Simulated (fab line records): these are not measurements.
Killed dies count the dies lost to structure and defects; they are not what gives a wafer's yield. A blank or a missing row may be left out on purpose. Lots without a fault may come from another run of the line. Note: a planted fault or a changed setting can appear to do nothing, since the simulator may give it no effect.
Problem report in the 8D (eight disciplines) form, filled by code | flow gf180mcu | the parts of the form that need people (team, actions taken, sign-off) are left out

1. WHAT IS WRONG
GF_VT_IMPLANT_STRIP_42, oesProductAu: mean 0.899 a.u. on 3 wafers (1 lot); fault-free wafers 0.716 a.u., standard deviation 0.0046. Measured from the usual mean, that is +40 standard deviations.
The step: strips in O2/N2.
The first sign was on wafer L575.1 at day 11 11:35, on plasmaAsher-01. The record holds 39 wafers of 13 lots with a number at this step. The rule behind "out" and "out of limits": a value lying over 4 standard deviations away from the usual mean. Any other wafer with a number is counted as sound.

2. WHAT THIS IS AND IS NOT
question                    | is                     | is not
which readings at this step | oesProductAu           | drypumpMotorCurrentA, heaterPowerW, platenTempC
which lots                  | L575                   | L561, L562, L563, L564, L565, L566, L567, L568, L571, L573, L583, L584
which wafers of those lots  | all that have a number | -
read on which tools         | plasmaAsher-01         | plasmaAsher-02, plasmaAsher-03
when                        | from day 11 11:35      | up to then (30 sound wafers); but 6 sound wafers of L583, L584 came after

3. THE SUSPECTS, EACH WITH WHAT RULES IT OUT
Counting: a tool stays on the suspect list if, at a process step up to the reading, it processed all lots that are out and no sound lot following the first of them.
- plasmaAsher-01 at GF_VT_IMPLANT_STRIP_42 (strips in O2/N2): ruled out as a lasting fault. Sound lots L583 ran on it after its first lot that is out, L575 (day 11 11:35).
Left after counting: nothing in the record.

4. THE CAUSE (what the simulator had put in)
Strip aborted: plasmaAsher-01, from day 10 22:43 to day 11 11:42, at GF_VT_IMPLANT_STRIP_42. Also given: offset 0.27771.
Counting ruled it out, wrongly.

5. THE CHAIN OF EFFECTS, in route order
Rows list readings where the struck wafers' mean (over those with a number) sits beyond 3 standard deviations from the usual. Readings are gone through only where the record gives a usual standard deviation; hours: the median, over the lots, of the time from a lot's start at the first step in this table giving one to that lot's start at this step; sigmas: the change measured in usual standard deviations.
hours | step                   | reading      | usual      | on struck wafers | change | sigmas
0     | GF_VT_IMPLANT_STRIP_42 | oesProductAu | 0.716 a.u. | 0.899            | +0.183 | +40
The process steps in it:
- GF_VT_IMPLANT_STRIP_42: strips in O2/N2.
Readings that are blank on the struck wafers while sound wafers have them: stripTimeToEndpointS at GF_VT_IMPLANT_STRIP_42.
Later steps that measure or inspect, where all struck wafers having a row at the step show a number for every such reading and not one has moved that far: GF_POLY_GATE_CD_MEAS_10, GF_POLY_GATE_THK_MEAS_17.

6. WHAT WOULD HAVE CAUGHT IT SOONER
In this record the first reading out of limits was taken at day 11 11:35, 13 hours after the fault began at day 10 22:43.
